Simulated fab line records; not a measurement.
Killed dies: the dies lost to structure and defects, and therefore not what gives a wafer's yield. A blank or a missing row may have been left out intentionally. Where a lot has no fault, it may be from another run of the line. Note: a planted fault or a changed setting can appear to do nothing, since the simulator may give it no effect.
2 desks, one fault / flow sky130 / each desk has only its own numbers; what lay behind them comes last

METROLOGY DESK
What the gauges read, lot by lot, whatever tool the lot ran on: means of the sampled wafers that have a number. A lot is out of limits, marked OUT, if its mean lies more than 4 standard deviations from the usual mean; the brackets give that distance.
Columns: A = POLY_GATE_OXIDATION_THK at SKY_POLY_GATE_THK_MEAS_21, usual 3.99 nm; B = cd_nm at SKY_POLY_GATE_CD_MEAS_22, usual 149.3 nm; C = LDD_N_OVL at SKY_LDD_N_OVL_MEAS_07, usual 1.5 nm
lot=L526; first seen here=day 17 07:09; A=3.96; B=148.1; C=3.2
lot=L534; first seen here=day 19 23:59; A=4.05; B=150.1; C=2.2
lot=L536; first seen here=day 20 20:35; A=4.04; B=147.2; C=-0.3
lot=L537; first seen here=day 20 23:02; A=4.13; B=152.0; C=2.7
lot=L543; first seen here=day 23 14:40; A=3.88; B=148.9; C=0.6
lot=L546; first seen here=day 24 07:35; A=4.06; B=148.5; C=0.5
lot=L547; first seen here=day 25 02:29; A=4.01; B=148.9; C=-0.7
Result from this desk: across the 7 lots, nothing is out of limits.

DESK OF THE TOOL OWNER: implanter-02
The tool's own readings at SKY_LDD_N_IMPLANT_10: means of the sampled wafers that have a number, for each lot that ran on this tool. A lot is out of limits, marked OUT, if its mean lies more than 4 standard deviations from the usual mean; the brackets give that distance.
Columns: A = beam_energy_keV at SKY_LDD_N_IMPLANT_10, usual 20.001
lot=L534; first seen here=day 21 06:48; A=20.747 (+99 or more) OUT
lot=L536; first seen here=day 22 03:18; A=20.757 (+99 or more) OUT
lot=L537; first seen here=day 22 05:36; A=20.747 (+99 or more) OUT
lot=L543; first seen here=day 24 19:16; A=19.997
Finding of this desk: L534, L536, L537 out of limits; the first was L534 at day 21 06:48, on beam_energy_keV at SKY_LDD_N_IMPLANT_10. In limits: L543.

TAKEN TOGETHER
The tool owner's desk had the chance to raise an alarm at day 21 06:48 on L534, L536, L537.
Metrology desk: nothing out of limits seen.
The metrology desk has L534, L536, L537 on record, within its limits.
On implanter-02, each named lot ran SKY_LDD_N_IMPLANT_10.

WHAT HAD BEEN PUT IN BY THE SIMULATOR
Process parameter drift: implanter-02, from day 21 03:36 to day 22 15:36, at SKY_LDD_N_IMPLANT_10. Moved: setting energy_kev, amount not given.
Shown lots that were struck: L534, L536, L537.
Hours from the fault's start to each desk's first reading out of limits: the tool owner's desk, 3.
